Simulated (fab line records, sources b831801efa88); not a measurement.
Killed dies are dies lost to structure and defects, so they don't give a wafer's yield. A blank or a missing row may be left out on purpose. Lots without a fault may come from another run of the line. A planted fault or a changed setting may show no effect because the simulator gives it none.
fab line records | flow gf180mcu | part 2 of 2: steps 26 to 34 of 34
record lots=5 wafers=15 last_day=34
route steps=602 shown STI@15 DNWELL@32 NWELL@42
lots that met no fault: from a run of the same line without faults
start_h: hours from the record's first day to the start of the lot's first wafer shown | wait_h: hours since the lot's step before | " the same as in the row above | L1.1+2: a row that stands for several wafers | - no value, or no start given | * or withheld: withheld | < > ~ a bound
route shown NAME@n: a module of which the file shows steps, and the number in the route of the first | usual: mean/standard deviation of fault-free wafers | same: alike in all rows | chamber/n: place in a boat | sites: the reading at each site | _std_site: their standard deviation | _edge_site: outer sites' mean less inner sites' | radius_mm: how far each site lies from the wafer's centre | mask NAME#n: copy n | behind: the tool/chamber that last shaped the wafer | hold: why the lot was held/for how many hours/how that ended | device: the transistor (n, p or np) that didn't switch | end of line: the same wafers' tests at the end of the route | a step without rows: its recipe alone | killed: dies lost to structure and defects at the first sort, not the wafer's yield | map: a wafer's dies, x killed, . not, _ none there
set.NAME: the setting as run; set.NAME@STEP: as run at that earlier step | model.NAME: the simulator's own value behind a step, which no gauge read
lots at some steps of the route; a table a step, a row a wafer
services: from which hour (start_h, from the record's first day; less than 0 if before it) a tool's chamber was out of use, for how many hours, and why
## steps
# step GF_DNWELL_STRIP_08
# recipe chemistry=O2/N2 power_w=1400 pressure_mtorr=1500 platen_temp_c=250 o2_flow_sccm=3000 n2_flow_sccm=300 overash_fraction=0.5
# usual drypump_motor_current_A=5.6/0.7 heater_power_w=330/25 oes_product_au=0.723/0.0042 strip_time_to_endpoint_s=36.99/0.093
# columns lot.wafer tool chamber start_h wait_h drypump_motor_current_A heater_power_w oes_product_au rf_hours_counter_h strip_time_to_endpoint_s
L075.1 plasma_asher-04 0 46.56 0.1 4.7 327 0.731 42 36.79
L075.2 " 1 " " 5.7 284 0.727 42 36.87
L075.4 " 0 " " 4.7 341 0.722 - 36.91
L077.3 plasma_asher-03 0 60.97 0.1 5.7 328 0.717 - 36.97
L077.5 " 1 " " 6.4 358 0.728 - 36.91
L077.6 " 0 " " 5.7 335 0.728 - 36.86
L085.2 plasma_asher-02 0 104.21 0.1 5.2 353 0.719 46 37.03
L085.3 " 0 " " 5.2 356 0.720 - 37.10
L085.4 " 1 " " 6.7 329 0.721 - 37.05
L092.1 plasma_asher-02 1 138.98 0.1 6.7 335 0.722 51 37.03
L092.2 " 0 " " 5.2 351 0.722 51 37.00
L092.5 " 0 " " 5.2 336 0.725 - 37.18
L097.1 plasma_asher-02 1 164.78 0.1 6.7 334 0.723 53 36.99
L097.4 " 0 " " 5.2 354 0.730 - 36.88
L097.5 " 1 " " 6.7 341 0.727 - 36.97
# step GF_DNWELL_TW_MEAS_09
# usual DNWELL_TW=1346/17
# columns lot.wafer tool chamber start_h wait_h DNWELL_TW
L075.1 film_metro-04 - 46.68 0.1 1320
L075.2 " - " " 1321
L075.4 " - " " 1316
L077.3 film_metro-02 - 61.05 0.1 1379
L077.5 " - " " 1364
L077.6 " - " " 1372
L085.2 film_metro-04 - 104.32 0.1 1327
L085.3 " - " " 1335
L085.4 " - " " 1334
L092.1 film_metro-02 - 139.08 0.1 1356
L092.2 " - " " 1368
L092.5 " - " " 1372
L097.1 film_metro-04 - 164.88 0.1 1344
L097.4 " - " " 1339
L097.5 " - " " 1342
# step GF_NWELL_DEHYDRATE_00
# recipe temp_c=200 time_s=60
# usual plate_temp_C=200.00/0.15 resist_line_temp_C=22.98/0.11
# columns lot.wafer tool chamber start_h wait_h plate_temp_C resist_line_temp_C
L075.1 litho_track-02 0 52.21 5.5 200.07 23.15
L075.2 " 0 " " 200.07 23.23
L075.4 " 0 " " 200.13 23.08
L077.3 litho_track-01 0 67.06 6.0 200.23 22.97
L077.5 " 0 " " 200.13 22.89
L077.6 " 0 " " 200.37 22.89
L085.2 litho_track-02 0 111.28 7.0 200.02 23.00
L085.3 " 0 " " 200.25 23.01
L085.4 " 0 " " 199.97 23.16
L092.1 litho_track-02 0 145.86 6.8 199.99 23.02
L092.2 " 0 " " 199.79 23.11
L092.5 " 0 " " 199.85 23.13
L097.1 litho_track-02 0 172.26 7.4 199.85 23.00
L097.4 " 0 " " 199.96 23.06
L097.5 " 0 " " 199.64 23.06
# step GF_NWELL_HMDS_01
# recipe prime_time_s=60 prime_temp_c=120
# usual resist_line_temp_C=23.01/0.11
# columns lot.wafer tool chamber start_h wait_h resist_line_temp_C
L075.1 litho_track-02 0 52.36 0.1 22.99
L075.2 " 0 " " 22.98
L075.4 " 0 " " 23.12
L077.3 litho_track-01 0 67.21 0.1 23.13
L077.5 " 0 " " 23.02
L077.6 " 0 " " 23.12
L085.2 litho_track-02 0 111.43 0.1 22.93
L085.3 " 0 " " 22.90
L085.4 " 0 " " 22.93
L092.1 litho_track-02 0 146.01 0.1 22.97
L092.2 " 0 " " 23.04
L092.5 " 0 " " 22.99
L097.1 litho_track-02 0 172.41 0.1 23.00
L097.4 " 0 " " 23.04
L097.5 " 0 " " 23.01
# step GF_NWELL_COAT_02
# recipe spin_rpm=2000 resist_thk_nm=3000
# usual dispense_pressure_kPa=50.8/1.3 resist_line_temp_C=23.00/0.11
# columns lot.wafer tool chamber start_h wait_h dispense_pressure_kPa resist_line_temp_C
L075.1 litho_track-02 0 52.51 0.1 49.5 23.11
L075.2 " 0 " " 49.6 22.99
L075.4 " 0 " " 49.5 23.06
L077.3 litho_track-01 0 67.36 0.1 50.7 23.08
L077.5 " 0 " " 50.8 23.10
L077.6 " 0 " " 50.8 23.10
L085.2 litho_track-02 0 111.58 0.1 49.5 23.17
L085.3 " 0 " " 49.6 23.27
L085.4 " 0 " " 49.5 23.06
L092.1 litho_track-02 0 146.16 0.1 49.5 23.10
L092.2 " 0 " " 49.5 22.98
L092.5 " 0 " " 49.5 22.95
L097.1 litho_track-02 0 172.56 0.1 49.5 22.82
L097.4 " 0 " " 49.5 23.06
L097.5 " 0 " " 49.5 23.05
# step GF_NWELL_SOFTBAKE_03
# recipe temp_c=110 time_s=withheld
# usual plate_temp_C=110.00/0.14 resist_line_temp_C=23.02/0.11
# columns lot.wafer tool chamber start_h wait_h plate_temp_C resist_line_temp_C
L075.1 litho_track-02 0 52.66 0.1 110.01 23.03
L075.2 " 0 " " 109.70 23.08
L075.4 " 0 " " 109.91 23.13
L077.3 litho_track-01 0 67.53 0.1 110.18 23.02
L077.5 " 0 " " 109.94 22.88
L077.6 " 0 " " 110.19 23.13
L085.2 litho_track-02 0 111.74 0.1 109.83 22.92
L085.3 " 0 " " 109.94 22.81
L085.4 " 0 " " 109.98 23.08
L092.1 litho_track-02 0 146.31 0.1 110.10 22.93
L092.2 " 0 " " 110.08 23.00
L092.5 " 0 " " 109.99 22.95
L097.1 litho_track-02 0 172.71 0.1 110.05 22.92
L097.4 " 0 " " 110.02 23.03
L097.5 " 0 " " 109.97 22.83
# step GF_NWELL_EXPOSE_04
# recipe mask_id=Nwell target_cd_nm=860 na=0.6 source_shape=conventional sigma_outer=0.6 dose_mj=260
# usual exposure_dose_mJ_cm2=260.07/0.29 focus_offset_nm=-0.1/0.46 reticle_temp_C=23.00/0.095
# columns lot.wafer tool chamber start_h wait_h mask exposure_dose_mJ_cm2 focus_offset_nm reticle_temp_C
L075.1 iline_stepper-02 0 - - Nwell#0 260.09 -0.6 23.00
L075.2 " 0 " " Nwell#0 260.13 -0.7 22.87
L075.4 " 0 " " Nwell#0 260.48 -0.5 22.81
L077.3 iline_stepper-02 0 - - Nwell#0 259.92 -0.1 23.04
L077.5 " 0 " " Nwell#0 260.08 -0.5 23.07
L077.6 " 0 " " Nwell#0 259.75 -0.3 23.03
L085.2 iline_stepper-02 0 - - Nwell#0 260.34 0.4 23.04
L085.3 " 0 " " Nwell#0 260.15 0.0 22.97
L085.4 " 0 " " Nwell#0 259.98 1.0 23.06
L092.1 iline_stepper-01 0 - - Nwell#0 259.57 0.2 23.00
L092.2 " 0 " " Nwell#0 259.92 0.5 23.03
L092.5 " 0 " " Nwell#0 259.77 0.2 22.97
L097.1 iline_stepper-01 0 - - Nwell#0 259.98 -0.8 23.04
L097.4 " 0 " " Nwell#0 259.81 -0.2 23.13
L097.5 " 0 " " Nwell#0 260.04 -0.9 23.09
# step GF_NWELL_PEB_05
# recipe temp_c=115 time_s=withheld
# usual plate_temp_C=115.00/0.14 resist_line_temp_C=23.01/0.1
# columns lot.wafer tool chamber start_h wait_h plate_temp_C resist_line_temp_C
L075.1 litho_track-03 0 - - 114.94 23.02
L075.2 " 0 " " 114.96 22.98
L075.4 " 0 " " 114.93 23.16
L077.3 litho_track-02 0 - - 114.91 22.90
L077.5 " 0 " " 114.93 22.93
L077.6 " 0 " " 114.77 22.85
L085.2 litho_track-03 0 - - 115.18 23.08
L085.3 " 0 " " 115.11 22.95
L085.4 " 0 " " 114.93 22.90
L092.1 litho_track-03 0 - - 114.97 23.07
L092.2 " 0 " " 115.02 23.00
L092.5 " 0 " " 115.00 23.07
L097.1 litho_track-02 0 - - 114.84 23.06
L097.4 " 0 " " 114.78 23.01
L097.5 " 0 " " 114.86 23.08
# step GF_NWELL_DEVELOP_06
# recipe wall_angle_deg=90 develop_time_s=60 dev_temp_c=23
# usual resist_line_temp_C=23.01/0.12
# columns lot.wafer tool chamber start_h wait_h resist_line_temp_C
L075.1 litho_track-03 0 - - 22.93
L075.2 " 0 " " 23.02
L075.4 " 0 " " 23.02
L077.3 litho_track-02 0 - - 22.95
L077.5 " 0 " " 23.13
L077.6 " 0 " " 23.05
L085.2 litho_track-03 0 - - 22.93
L085.3 " 0 " " 23.02
L085.4 " 0 " " 22.94
L092.1 litho_track-03 0 - - 22.96
L092.2 " 0 " " 23.00
L092.5 " 0 " " 22.89
L097.1 litho_track-02 0 - - 22.97
L097.4 " 0 " " 22.97
L097.5 " 0 " " 22.92
## services
# columns tool chamber start_h hours kind
plasma_asher-03 - 6.63 4.3 repair
hdpcvd-02 2 12.98 9.7 repair
hdpcvd-01 - 17.95 1.5 repair
furnace-02 - 17.96 3.3 pm
implanter-03 - 26.22 5.2 repair
implanter-03 - 31.45 4.0 pm
cmp-02 - 34.82 0.4 repair
furnace-01 - 40.04 5.5 pm
plasma_asher-03 - 40.96 2.4 repair
plasma_asher-01 - 52.69 14.6 pm
iline_stepper-02 - 56.24 1.7 pm
plasma_asher-03 - 61.32 2.8 pm
wet_bench-02 - 70.37 8.0 repair
implanter-03 - 71.44 20.9 pm
wet_bench-02 - 79.77 2.9 repair
cmp-01 - 81.66 0.9 repair
furnace-02 - 82.88 8.6 repair
wet_bench-02 - 90.55 1.9 pm
plasma_asher-03 - 95.71 6.5 repair
plasma_asher-03 - 99.01 0.9 repair
cmp-01 - 123.82 4.7 pm
cmp-01 - 131.25 18.5 repair
cmp-01 - 157.62 5.5 repair
furnace-02 - 163.07 1.7 pm
